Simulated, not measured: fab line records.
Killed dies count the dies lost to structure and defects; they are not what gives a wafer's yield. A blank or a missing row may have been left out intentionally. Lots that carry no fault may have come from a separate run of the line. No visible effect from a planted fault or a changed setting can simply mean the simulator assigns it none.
Chamber matching	flow sky130	SKY_PASSIVATION_CVD_02 on pecvd-03: 3 sister chambers
The step deposits Si3N4, target thk 540 nm. 6 wafers are shown with their chamber, then 8 later ones without.

## WAFERS, EACH WITH ITS CHAMBER
wafer	chamber	heaterPowerW (W)
L087.6	1	679
L089.4	1	759
L089.6	2	755
L090.2	2	753
L090.5	0	535
L094.2	0	542

## WAFERS WHOSE CHAMBER IS MISSING
wafer	heaterPowerW (W)
L094.3	739
L094.4	561
L095.1	538
L095.2	664
L095.3	736
L095.4	747
L095.5	685
L095.6	552

## WHICH CHAMBER EACH ONE RAN IN
wafer	from the rows above	in truth
L094.3	can't be placed: 2 or 1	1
L094.4	0	0
L095.1	0	0
L095.2	can't be placed: 1 or 2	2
L095.3	can't be placed: 1 or 2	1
L095.4	can't be placed: 2 or 1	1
L095.5	can't be placed: 1 or 2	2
L095.6	0	0
Correctly placed: 3 of 8. These rows do not allow placing 5 (true chamber among the candidates in 5). Number placed wrongly: 0.
How it was worked out, from the rows above alone: a wafer's distance from a chamber is the root of the sum, over the readings, of the square of ((its reading less the chamber's mean) divided by the reading's scatter). If the next closest chamber is less than 2 further off than the closest, the wafer can't be placed; otherwise it belongs to the closest. A chamber's mean is the mean of its shown wafers. The scatter: the root of (the sum of the squares of (reading less its chamber's mean) over the shown wafers, divided by (wafers less chambers)).
